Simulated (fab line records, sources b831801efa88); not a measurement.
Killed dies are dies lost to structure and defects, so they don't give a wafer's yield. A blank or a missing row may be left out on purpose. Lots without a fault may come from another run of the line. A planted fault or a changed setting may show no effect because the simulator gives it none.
A struck lot beside a sound one | flow sky130 | 16 steps out of a route of 708
Sound: wafers L532.2, L532.5, L532.6. Struck: wafer L543.2. (L543.3, L543.4 of the same lot were not struck and are left out.) The cause comes at the end.
At each step with rows: each side's tool, then ch and its chambers, then its first start. Under that, the readings that differ: sound wafers | struck wafers | difference of the means | sigmas: that difference in standard deviations of wafers without a fault.
alike: readings whose means differ by less than 2 such deviations, and words and numbers that are the same on both sides. not compared: withheld readings, readings that some wafer has no value for, bounds like >300 that may hide the same value, and numbers for which the record gives no deviation and whose values overlap.
The two part at a step that has a row with sigmas, a row that says differs or no value, or rows on one side only. Numbers that don't overlap but have no deviation are shown without sigmas and don't part them. A reading that every wafer of one side lacks parts them only if that side has two wafers or more.

SKY_METAL5_SPUTTER_03: material Ti, target thk 5 nm, time 3.3 s.
  sound on pvd_sputter-02, day 45 07:40; struck on pvd_sputter-01, day 48 03:55
  alike: throttle_valve_pct
SKY_METAL5_SPUTTER_04: material TiN, target thk 70 nm, time 58.3 s.
  sound on pvd_sputter-02, day 45 07:41; struck on pvd_sputter-01, day 48 03:56
  alike: throttle_valve_pct
SKY_METAL5_RS_MEAS_05: measures by four-point-probe.
  sound on film_metro-04, day 45 07:45; struck on film_metro-04, day 48 04:00
  alike: METAL5_ALCU_RS
SKY_METAL5_THK_MEAS_06: measures by xrf.
  sound on film_metro-04, day 45 07:52; struck on film_metro-04, day 48 04:07
  alike: METAL5_ALCU_THK
then, 7 steps without rows for these wafers: SKY_METAL5_DEHYDRATE_07 (time 60 s); SKY_METAL5_HMDS_08 (prime time 60 s); SKY_METAL5_COAT_09 (resist thk 1800 nm); SKY_METAL5_SOFTBAKE_10 (time 60 s); SKY_METAL5_EXPOSE_11 (exposes mask MM5, target cd 1600 nm); SKY_METAL5_PEB_12; SKY_METAL5_DEVELOP_13 (develop time 60 s).
SKY_METAL5_DESCUM_14: chemistry O2, time 11 s.
  sound on rie_metal-04 ch 0,1, day 46 06:25; struck on rie_metal-02 ch 0, day 48 23:07
  alike: drypump_motor_current_A, oes_product_au
  not compared: rf_hours_counter_h
SKY_METAL5_METAL_ETCH_15: etches the open film in Cl2/BCl3, stops on SiO2, target depth 1260 nm, time 252 s.
  sound on rie_metal-04 ch 0,1, day 46 06:26; struck on rie_metal-02 ch 0, day 48 23:09
  reading                                     | sound             | struck | difference | sigmas
  oes_product_au (a.u.)                       | 0.895 0.896 0.901 | 0.765  | -0.132     | -27
  model.METAL5.feature_depth_nm (nm)          | 1257 1251 1266    | 956    | -302       |
  model.etch.depth_nm (nm)                    | 1257 1251 1266    | 956    | -302       |
  model.NOVOLAK_of_METAL5_COAT_09.thk_nm (nm) | 1039 1035 1034    | 1319   | +283       |
  alike: drypump_motor_current_A, throttle_valve_pct
  not compared: rf_hours_counter_h
SKY_METAL5_STRIP_16: strips in O2/N2.
  sound on plasma_asher-02 ch 0,1, day 46 06:41; struck on plasma_asher-04 ch 1, day 48 23:23
  reading                      | sound             | struck | difference | sigmas
  strip_time_to_endpoint_s (s) | 13.13 13.07 13.04 | 16.31  | +3.23      | +32
  alike: drypump_motor_current_A, oes_product_au
  not compared: rf_hours_counter_h
then, 1 step without rows for these wafers: SKY_METAL5_STRIP_17 (strips in post etch residue remover, time 1200 s).
SKY_PAD_OPEN_PROBE_99:
  sound on prober-02, day 48 03:37; struck on prober-01, day 50 14:56
  reading                  | sound          | struck | difference | sigmas
  defect_limited_yield (%) | 83.1 82.5 78.9 | 0      | -82        | -45
  killed_at_M4_up          | 1 4 5          | 405    | +402       | +99 or more
  killed_dies              | 83 86 104      | 492    | +401       | +45
  killed_on_rim            | 14 20 25       | 96     | +76        | +21
  sort_bin_3_pad_short (%) | 0.6 1.2 1.2    | 2.0    | +1.0       | +2
  sort_bin_5_function (%)  | 10.0 8.9 13.6  | 91.3   | +80.5      | +57
  sort_n_pass              | 409 406 388    | 0      | -401       | -45
  sort_yield_pct (%)       | 83.1 82.5 78.9 | 0      | -82        | -45
  alike: killed_at_M0_to_M3, killed_at_contacts, killed_at_front_end, killed_at_other, killed_open, killed_short, sort_bin_6_memory

WHERE THEY PART
First at SKY_METAL5_METAL_ETCH_15; last, within this record, at SKY_PAD_OPEN_PROBE_99.

WHY: what the simulator had put in
Process parameter drift: rie_metal-02, from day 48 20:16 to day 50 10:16, at SKY_METAL5_METAL_ETCH_15. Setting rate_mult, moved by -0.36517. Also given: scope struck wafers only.
